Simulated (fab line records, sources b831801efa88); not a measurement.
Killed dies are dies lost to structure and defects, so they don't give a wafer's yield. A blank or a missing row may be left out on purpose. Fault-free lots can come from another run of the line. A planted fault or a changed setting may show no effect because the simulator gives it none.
fab line records	flow sky130
[record] lots = 12	wafers = 36	last_day = 50
route steps=708 shown SONOS_ONO@173 SPACER@305 VIA1@478 METAL5@677 PAD_OPEN@708
lots that met no fault: taken from a fault-free run of the same line
start_h: hours from the record's first day to the start of the lot's first wafer shown	wait_h: time in hours since the lot's previous step	" as in the row above	L1.1+2: several wafers, shown together as one row	- value missing, or start not given	* or withheld: withheld	< > ~ a bound
route shown NAME@n: names a module that has steps shown in the file, with the first one's number in the route	usual: mean and standard deviation over wafers with no fault	same: alike in all rows	chamber/n: place in a boat	sites: each site's reading	_std_site: standard deviation of those values	_edge_site: mean of outer sites minus mean of inner sites	radius_mm: for every site, how far away it sits from the centre of the wafer	mask NAME#n: copy n	behind: the tool/chamber that last shaped the wafer	hold: the reason the lot was held/the length of the hold in hours/how it ended	device: whichever transistor did not switch (one of n, p or np)	end of line: the tests these same wafers got at the end of their route	a step given without rows: its recipe and nothing more	killed: dies lost to structure and defects at the first sort, not the wafer's yield	map: the dies of a wafer, with x for killed, . for not killed, _ for no die there
set.NAME: the setting the step ran with; set.NAME@STEP: the setting that earlier step ran with	model.NAME: the simulator's own value behind a step, which no gauge read
steps of the route over a sample of lots; a table a step, a row a wafer
services: from which hour (start_h, from the record's first day; less than 0 if before it) a tool's chamber was out of use, for how many hours, and why
[[steps]]
[step SKY_SONOS_ONO_THK_MEAS_05]
[recipe] reads = SiO2_of_SONOS_ONO_CVD_04
[usual] SONOS_ONO_CVD_04_THK = 5.77/0.13
lot.wafer	tool	chamber	start_h	wait_h	SONOS_ONO_CVD_04_THK[nm]
L351.4	film_metro-02	-	257.07	0.0	5.79
L351.5	"	-	"	"	5.66
L351.6	"	-	"	"	5.67
L353.1	film_metro-01	-	268.95	0.0	5.76
L353.4	"	-	"	"	5.77
L353.5	"	-	"	"	5.81
L355.2	film_metro-03	-	282.46	0.0	5.85
L355.4	"	-	"	"	5.90
L355.6	"	-	"	"	5.95
L356.2	film_metro-01	-	298.02	0.0	5.64
L356.4	"	-	"	"	5.54
L356.6	"	-	"	"	5.64
L357.1	film_metro-02	-	317.68	0.0	5.80
L357.5	"	-	"	"	5.64
L357.6	"	-	"	"	5.77
L358.4	film_metro-03	-	317.71	0.0	5.88
L358.5	"	-	"	"	5.86
L358.6	"	-	"	"	5.93
L359.2	film_metro-01	-	329.24	0.0	5.82
L359.3	"	-	"	"	5.85
L359.6	"	-	"	"	5.81
L360.3	film_metro-03	-	332.09	0.0	5.74
L360.4	"	-	"	"	5.73
L360.5	"	-	"	"	5.65
L361.1	film_metro-01	-	333.32	0.0	5.88
L361.3	"	-	"	"	5.87
L361.5	"	-	"	"	5.82
L365.1	film_metro-01	-	369.33	0.0	5.61
L365.3	"	-	"	"	5.73
L365.5	"	-	"	"	5.49
L369.3	film_metro-01	-	415.83	0.0	5.80
L369.4	"	-	"	"	5.73
L369.5	"	-	"	"	5.63
L371.2	film_metro-02	-	418.66	0.0	6.19
L371.3	"	-	"	"	6.14
L371.4	"	-	"	"	6.15
[step SKY_SPACER_THK_MEAS_01]
[recipe] reads = Si3N4_of_SPACER_CVD_00
[usual] SPACER_CVD_00_THK = 43.3/0.43
lot.wafer	tool	chamber	start_h	wait_h	SPACER_CVD_00_THK[nm]
L351.4	film_metro-04	-	527.27	0.0	42.7
L351.5	"	-	"	"	42.9
L351.6	"	-	"	"	42.9
L353.1	film_metro-03	-	540.42	0.0	43.2
L353.4	"	-	"	"	43.2
L353.5	"	-	"	"	43.4
L355.2	film_metro-02	-	561.07	0.0	43.0
L355.4	"	-	"	"	43.0
L355.6	"	-	"	"	42.9
L356.2	film_metro-03	-	578.83	0.0	44.0
L356.4	"	-	"	"	43.5
L356.6	"	-	"	"	43.5
L358.4	film_metro-03	-	600.11	0.0	43.4
L358.5	"	-	"	"	44.0
L358.6	"	-	"	"	43.6
L357.1	film_metro-02	-	603.69	0.0	43.1
L357.5	"	-	"	"	43.1
L357.6	"	-	"	"	43.1
L359.2	film_metro-04	-	609.94	0.0	42.5
L359.3	"	-	"	"	42.3
L359.6	"	-	"	"	42.7
L360.3	film_metro-04	-	617.33	0.0	44.0
L360.4	"	-	"	"	43.9
L360.5	"	-	"	"	44.0
L361.1	film_metro-03	-	619.38	0.0	43.7
L361.3	"	-	"	"	43.4
L361.5	"	-	"	"	44.0
L365.1	film_metro-04	-	652.25	0.0	43.1
L365.3	"	-	"	"	43.1
L365.5	"	-	"	"	42.8
L369.3	film_metro-02	-	695.08	0.0	44.1
L369.4	"	-	"	"	44.4
L369.5	"	-	"	"	43.8
L371.2	film_metro-03	-	699.09	0.0	43.2
L371.3	"	-	"	"	43.2
L371.4	"	-	"	"	43.6
[step SKY_VIA1_SPUTTER_20]
[recipe] material = TiN	target_thk_nm = 20	chamber_pressure_pa = 5	power_w = 4000	time_s = 80
[usual] throttle_valve_pct = 30.6/1.1
lot.wafer	tool	chamber	start_h	wait_h	throttle_valve_pct
L351.4	pvd_sputter-03	-	794.54	0.0	30.1
L351.5	"	-	"	"	32.0
L351.6	"	-	"	"	30.4
L353.1	pvd_sputter-01	-	805.79	0.0	29.2
L353.4	"	-	"	"	32.2
L353.5	"	-	"	"	30.0
L355.2	pvd_sputter-03	-	824.11	0.0	30.4
L355.4	"	-	"	"	30.2
L355.6	"	-	"	"	31.9
L356.2	pvd_sputter-02	-	837.41	0.0	29.7
L356.4	"	-	"	"	30.0
L356.6	"	-	"	"	31.3
L358.4	pvd_sputter-02	-	858.31	0.0	29.9
L358.5	"	-	"	"	28.7
L358.6	"	-	"	"	29.7
L357.1	pvd_sputter-02	-	861.09	0.0	28.7
L357.5	"	-	"	"	31.3
L357.6	"	-	"	"	30.1
L359.2	pvd_sputter-02	-	865.56	0.0	29.8
L359.3	"	-	"	"	31.4
L359.6	"	-	"	"	31.3
L360.3	pvd_sputter-01	-	872.66	0.0	29.4
L360.4	"	-	"	"	30.6
L360.5	"	-	"	"	32.2
L361.1	pvd_sputter-01	-	874.94	0.0	32.0
L361.3	"	-	"	"	30.7
L361.5	"	-	"	"	32.3
L365.1	pvd_sputter-01	-	905.16	0.0	30.3
L365.3	"	-	"	"	32.3
L365.5	"	-	"	"	29.8
L369.3	pvd_sputter-01	-	943.30	0.0	32.1
L369.4	"	-	"	"	31.1
L369.5	"	-	"	"	29.8
L371.2	pvd_sputter-01	-	945.21	0.0	32.1
L371.3	"	-	"	"	30.9
L371.4	"	-	"	"	29.7
[step SKY_METAL5_STRIP_16]
[recipe] chemistry = O2/N2	power_w = 1400	pressure_mtorr = 1500	platen_temp_c = withheld	o2_flow_sccm = 3000	n2_flow_sccm = 300	overash_fraction = 0.5
[usual] drypump_motor_current_A = 5.5/0.35	oes_product_au = 0.711/0.0045	strip_time_to_endpoint_s = 13.06/0.099
lot.wafer	tool	chamber	start_h	wait_h	drypump_motor_current_A	oes_product_au	rf_hours_counter_h	strip_time_to_endpoint_s
L351.4	plasma_asher-01	1	1029.54	0.1	5.5	0.710	-	12.97
L351.5	"	0	"	"	5.6	0.716	-	13.11
L351.6	"	1	"	"	5.5	0.710	-	13.05
L353.1	plasma_asher-04	0	1040.87	0.2	5.8	0.712	91	12.97
L353.4	"	0	"	"	5.8	0.715	-	13.02
L353.5	"	0	"	"	5.8	0.705	-	13.12
L355.2	plasma_asher-01	1	1056.69	0.2	5.5	0.711	34	13.13
L355.4	"	1	"	"	5.5	0.719	-	13.17
L355.6	"	1	"	"	5.5	0.712	-	13.06
L356.2	plasma_asher-01	1	1068.37	0.2	5.5	0.710	36	13.05
L356.4	"	0	"	"	5.6	0.712	-	13.10
L356.6	"	0	"	"	5.6	0.711	-	13.21
L358.4	plasma_asher-01	0	1084.41	0.1	5.6	0.704	-	13.03
L358.5	"	0	"	"	5.6	0.717	-	13.15
L358.6	"	1	"	"	5.5	0.703	-	13.00
L357.1	plasma_asher-01	1	1086.35	0.2	5.5	0.707	38	13.06
L357.5	"	1	"	"	5.5	0.712	-	12.91
L357.6	"	0	"	"	5.6	0.712	-	13.12
L359.2	plasma_asher-01	1	1092.32	0.2	5.5	0.706	39	13.22
L359.3	"	0	"	"	5.6	0.719	-	13.23
L359.6	"	1	"	"	5.5	0.711	-	13.24
L360.3	plasma_asher-01	0	1095.89	0.1	5.6	0.717	-	12.90
L360.4	"	1	"	"	5.5	0.720	-	13.11
L360.5	"	0	"	"	5.6	0.712	-	12.93
L361.1	plasma_asher-01	0	1098.07	0.2	5.6	0.715	40	12.94
L361.3	"	1	"	"	5.5	0.707	-	13.00
L361.5	"	0	"	"	5.6	0.717	-	13.03
L365.1	plasma_asher-02	0	1123.17	0.2	5.8	0.700	7	12.90
L365.3	"	1	"	"	4.7	0.716	-	12.99
L365.5	"	0	"	"	5.8	0.711	-	12.95
L369.3	plasma_asher-02	1	1151.81	0.1	4.8	0.710	-	12.94
L369.4	"	0	"	"	5.8	0.715	-	12.90
L369.5	"	0	"	"	5.8	0.714	-	12.92
L371.2	plasma_asher-02	1	1154.62	0.2	4.7	0.713	10	13.26
L371.3	"	1	"	"	4.8	0.709	-	13.24
L371.4	"	0	"	"	5.8	0.709	-	13.07
[step SKY_PAD_OPEN_PROBE_99]
[usual] defect_limited_yield = 82.5/2	killed_at_M0_to_M3 = 44/7	killed_at_M4_up = 3.0/1.7	killed_at_contacts = 24/5.2	killed_at_front_end = 15/4.8	killed_at_other = 0.2/0.56	killed_dies = 86/9.7	killed_open = 47/7.1	killed_short = 39/6.3	sort_bin_3_pad_short = 0.9/0.4	sort_bin_5_function = 10.3/1.6	sort_bin_6_memory = 6.3/1.2	sort_n_pass = 406/9.7	sort_yield_pct = 82.5/2
[same] gross_dies = 492	killed_at_back_side = 0	sort_bin_4_leakage[%] = 0	sort_bin_8_speed[%] = 0
lot.wafer	tool	chamber	start_h	wait_h	defect_limited_yield[%]	killed_at_M0_to_M3	killed_at_M4_up	killed_at_contacts	killed_at_front_end	killed_at_other	killed_dies	killed_open	killed_short	sort_bin_3_pad_short[%]	sort_bin_5_function[%]	sort_bin_6_memory[%]	sort_n_pass	sort_yield_pct[%]
L353.1	prober-01	-	1088.22	0.1	82.7	46	3	27	9	0	85	44	41	1.4	8.9	6.9	407	82.7
L353.4	prober-01	-	1088.37	0.2	83.5	36	3	26	16	0	81	46	34	0.8	10.2	5.5	411	83.5
L353.5	prober-01	-	1088.42	0.2	84.8	31	5	27	12	0	75	44	31	0.8	8.9	5.5	417	84.8
L359.2	prober-02	-	1137.34	0.1	75.6	38	46	23	13	0	120	49	26	2.4	15.7	6.3	372	75.6
L359.3	prober-02	-	1137.39	0.2	85.2	45	2	18	8	0	73	41	32	0.8	8.9	5.1	419	85.2
L359.6	prober-02	-	1137.54	0.2	75.4	34	49	22	16	0	121	47	29	3.7	14.6	6.3	371	75.4
L360.3	prober-01	-	1139.51	0.2	84.3	39	1	23	14	0	77	39	38	0	9.8	5.9	415	84.3
L360.4	prober-01	-	1139.56	0.2	77.0	34	44	18	17	0	113	34	36	2.0	13.4	7.5	379	77.0
L360.5	prober-01	-	1139.61	0.2	81.3	42	1	21	28	0	92	44	48	1.4	10.2	7.1	400	81.3
L361.1	prober-02	-	1141.12	0.1	82.7	46	4	23	12	0	85	39	46	1.2	11.2	4.9	407	82.7
L361.3	prober-02	-	1141.22	0.2	73.2	40	53	17	22	0	132	42	43	2.6	15.4	8.7	360	73.2
L361.5	prober-02	-	1141.32	0.2	85.8	34	4	25	7	0	70	37	33	1.2	6.7	6.3	422	85.8
L371.2	prober-01	-	1192.13	0.1	79.1	55	2	32	14	0	103	53	50	1.2	13.2	6.5	389	79.1
L371.3	prober-01	-	1192.18	0.2	83.9	39	4	29	7	0	79	48	31	1.0	7.9	7.1	413	83.9
L371.4	prober-01	-	1192.23	0.2	81.9	58	1	21	9	0	89	49	40	1.0	12.2	4.9	403	81.9
// killed by level:class
L353.1 LI_CONTACT:geometric_particle:open=8 VIA1:geometric_particle:open=8 VIA2:geometric_particle:open=7 CONTACT:geometric_particle:open=6 VIA1:geometric_particle:short=6 LOCAL_INTERCONNECT:geometric_particle:short=5 METAL1:geometric_particle:short=5 VIA3:geometric_particle:open=5
L353.4 CONTACT:geometric_particle:open=11 VIA1:geometric_particle:open=11 POLY_GATE:geometric_particle:short=7 VIA3:geometric_particle:open=7 LI_CONTACT:geometric_particle:open=6 POLY_GATE:geometric_particle:open=5 METAL3:geometric_particle:short=5 VIA2:geometric_particle:open=3
L353.5 CONTACT:geometric_particle:open=11 VIA1:geometric_particle:open=8 LI_CONTACT:geometric_particle:open=7 VIA2:geometric_particle:open=6 FIELD_ISO:geometric_particle:short=4 LOCAL_INTERCONNECT:geometric_particle:short=4 VIA3:geometric_particle:open=4 FIELD_ISO:geometric_particle:open=3
L359.2 METAL5:unspecified=45 CONTACT:geometric_particle:open=12 VIA1:geometric_particle:open=10 VIA2:geometric_particle:open=8 FIELD_ISO:geometric_particle:short=4 LI_CONTACT:geometric_particle:open=4 VIA1:geometric_particle:short=4 METAL2:geometric_particle:open=4
L359.3 VIA1:geometric_particle:open=12 VIA3:geometric_particle:open=10 LI_CONTACT:geometric_particle:open=6 VIA1:geometric_particle:short=6 VIA2:geometric_particle:open=5 CONTACT:geometric_particle:open=4 LI_CONTACT:geometric_particle:short=3 CONTACT:geometric_particle:short=3
L359.6 METAL5:unspecified=45 VIA3:geometric_particle:open=11 CONTACT:geometric_particle:open=8 LI_CONTACT:geometric_particle:open=6 VIA1:geometric_particle:open=6 VIA2:geometric_particle:open=5 FIELD_ISO:geometric_particle:open=4 POLY_GATE:geometric_particle:short=4
L360.3 CONTACT:geometric_particle:open=11 VIA1:geometric_particle:open=7 VIA3:geometric_particle:open=6 LI_CONTACT:geometric_particle:open=5 VIA1:geometric_particle:short=5 METAL2:geometric_particle:short=5 POLY_GATE:geometric_particle:short=4 METAL1:geometric_particle:short=4
L360.4 METAL5:unspecified=43 CONTACT:geometric_particle:open=8 VIA1:geometric_particle:open=6 FIELD_ISO:geometric_particle:short=5 LOCAL_INTERCONNECT:geometric_particle:short=5 VIA2:geometric_particle:short=5 FIELD_ISO:geometric_particle:open=4 POLY_GATE:geometric_particle:open=4
L360.5 VIA1:geometric_particle:open=11 FIELD_ISO:geometric_particle:short=8 FIELD_ISO:geometric_particle:open=7 METAL2:geometric_particle:short=7 POLY_GATE:geometric_particle:open=6 LOCAL_INTERCONNECT:geometric_particle:short=6 METAL1:geometric_particle:short=6 CONTACT:geometric_particle:open=5
L361.1 VIA2:geometric_particle:open=11 METAL1:geometric_particle:short=10 VIA1:geometric_particle:short=7 LOCAL_INTERCONNECT:geometric_particle:short=6 LI_CONTACT:geometric_particle:open=5 FIELD_ISO:geometric_particle:open=4 CONTACT:geometric_particle:open=4 LI_CONTACT:geometric_particle:short=4
L361.3 METAL5:unspecified=46 VIA1:geometric_particle:open=11 FIELD_ISO:geometric_particle:short=10 VIA3:geometric_particle:open=6 CONTACT:geometric_particle:open=6 VIA1:geometric_particle:short=5 METAL4:geometric_particle:short=5 FIELD_ISO:geometric_particle:open=3
L361.5 METAL1:geometric_particle:short=8 VIA1:geometric_particle:open=8 CONTACT:geometric_particle:short=7 CONTACT:geometric_particle:open=7 LI_CONTACT:geometric_particle:open=5 VIA2:geometric_particle:open=5 METAL4:geometric_particle:short=4 SPACER:geometric_particle:open=3
L371.2 CONTACT:geometric_particle:open=13 VIA1:geometric_particle:open=12 METAL2:geometric_particle:short=10 VIA2:geometric_particle:open=9 CONTACT:geometric_particle:short=6 FIELD_ISO:geometric_particle:short=5 METAL1:geometric_particle:short=5 LI_CONTACT:geometric_particle:open=5
L371.3 CONTACT:geometric_particle:open=10 LI_CONTACT:geometric_particle:open=8 VIA3:geometric_particle:open=8 VIA2:geometric_particle:open=8 LOCAL_INTERCONNECT:geometric_particle:short=6 VIA1:geometric_particle:open=6 VIA1:geometric_particle:short=4 METAL2:geometric_particle:short=3
L371.4 VIA1:geometric_particle:open=10 VIA2:geometric_particle:open=10 VIA3:geometric_particle:short=8 LI_CONTACT:geometric_particle:open=7 CONTACT:geometric_particle:open=7 METAL2:geometric_particle:short=6 METAL1:geometric_particle:short=6 VIA3:geometric_particle:open=6
[[services]]
tool	chamber	start_h	hours	kind
pvd_sputter-03	-	773.69	4.9	repair
plasma_asher-01	-	793.08	2.8	pm
plasma_asher-02	-	793.68	1.0	repair
plasma_asher-02	-	866.62	2.1	repair
plasma_asher-02	-	895.72	4.4	repair
pvd_sputter-01	-	901.78	2.0	repair
pvd_sputter-01	-	918.80	6.6	repair
plasma_asher-04	-	962.02	3.4	repair
plasma_asher-02	-	984.34	15.6	pm
plasma_asher-04	-	995.30	28.1	pm
plasma_asher-02	-	1010.77	29.0	pm
plasma_asher-02	-	1039.74	2.8	pm
plasma_asher-02	-	1055.25	9.0	pm
plasma_asher-02	0	1055.25	9.0	vent_cycle
plasma_asher-02	1	1055.25	9.0	vent_cycle
plasma_asher-02	0	1064.25	-	clean
plasma_asher-02	1	1064.25	-	clean
plasma_asher-04	-	1064.37	37.5	pm
pvd_sputter-01	-	1128.82	1.4	repair
[[key]]
[first_sign] step = SKY_PAD_OPEN_PROBE_99	reading = killed_at_M4_up	direction = up	sigmas = 26	usual = 3.0	struck = 48
[effect] step = SKY_PAD_OPEN_PROBE_99	reading = sort_bin_3_pad_short	direction = up	sigmas = 4.6	usual = 0.9	struck = 2.7
met_at SKY_METAL5_STRIP_16
struck_lots L359,L360,L361
struck_wafers L359.2,L359.6,L360.4,L361.3
not_acting_at SKY_SONOS_ONO_THK_MEAS_05,SKY_SPACER_THK_MEAS_01,SKY_VIA1_SPUTTER_20
onset_between 1086.35 1092.32
[fault] kind = chamber_particle_source	tool = plasma_asher-01	chamber = 1	onset_h = 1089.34	steps = SKY_METAL5_STRIP_16	rate_per_visit_cm2 = 0.79628	end_h = 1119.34
